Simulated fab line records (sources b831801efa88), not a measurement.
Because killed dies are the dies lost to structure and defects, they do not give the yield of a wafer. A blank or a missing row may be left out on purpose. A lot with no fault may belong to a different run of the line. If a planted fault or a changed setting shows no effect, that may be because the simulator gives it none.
Matching of chambers ; flow sky130 ; SKY_LI_CONTACT_CMP_24 on cmp-01: 4 sister chambers
The step polishes, stops on PSG, t overpolish 20 s, target thk 0 nm. 20 wafers are shown with their chamber, then 10 later ones without.

## WAFERS PAIRED WITH THEIR CHAMBERS
wafer;chamber;motor_current_A (A);time_to_endpoint_s (s);overpolish_run_s (s)
L079.3;1;8.6;99;19.999
L079.4;3;10.6;94;20.015
L079.5;1;8.6;96;20.003
L080.2;0;11.5;87;19.999
L080.3;1;8.9;90;20.010
L080.4;3;11.0;89;19.976
L081.1;1;9.5;92;20.003
L081.2;2;9.4;93;20.001
L081.6;1;8.4;93;19.999
L082.1;0;12.0;95;19.991
L082.2;3;10.1;91;20.002
L082.3;1;8.7;96;20.008
L087.1;1;8.8;93;20.010
L087.3;2;9.4;99;19.999
L087.6;1;8.8;97;20.006
L088.1;0;11.6;96;20.002
L088.3;1;9.4;95;20.004
L088.4;3;10.7;94;20.018
L090.1;3;10.3;93;20.002
L090.2;0;11.3;94;20.004

SIGNATURES, as means of the wafers listed above
reading;chamber 0;chamber 1;chamber 2;chamber 3;scatter within a chamber
motor_current_A;11.600;8.856;9.400;10.540;0.339
time_to_endpoint_s;93.00;94.56;96.00;92.20;3.05
overpolish_run_s;19.99900;20.00467;20.00000;20.00260;0.00915
Rule: distance of a wafer from a chamber = root of the sum over the readings of ((wafer's reading minus chamber's mean) / reading's scatter) squared. If the next closest chamber is less than 2 further off than the closest, the wafer can't be placed; otherwise it belongs to the closest. The scatter is the square root of a quotient: the sum, over the shown wafers, of each reading's squared deviation from its chamber's mean, divided by wafers minus chambers.

## WAFERS WHOSE CHAMBER IS MISSING
wafer;motor_current_A (A);time_to_endpoint_s (s);overpolish_run_s (s)
L090.3;8.8;98;19.987
L091.3;8.9;93;20.003
L091.5;10.7;94;20.005
L091.6;9.6;95;20.003
L097.3;9.6;97;20.002
L097.4;11.5;96;19.994
L097.6;9.3;98;19.996
L096.1;9.1;99;20.001
L096.5;8.6;94;20.015
L096.6;11.4;97;19.997

## WHICH CHAMBER EACH WENT THROUGH
wafer;from the rows above;in truth
L090.3;can't be placed: 1 or 2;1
L091.3;can't be placed: 1 or 2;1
L091.5;can't be placed: 3 or 0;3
L091.6;can't be placed: 2 or 1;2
L097.3;can't be placed: 2 or 1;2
L097.4;0;0
L097.6;can't be placed: 2 or 1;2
L096.1;can't be placed: 2 or 1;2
L096.5;can't be placed: 1 or 2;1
L096.6;can't be placed: 0 or 3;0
1 of 10 placed correctly. Cannot be placed on the basis of these rows: 9; the candidates contain the true chamber in 9. 0 placed wrongly.
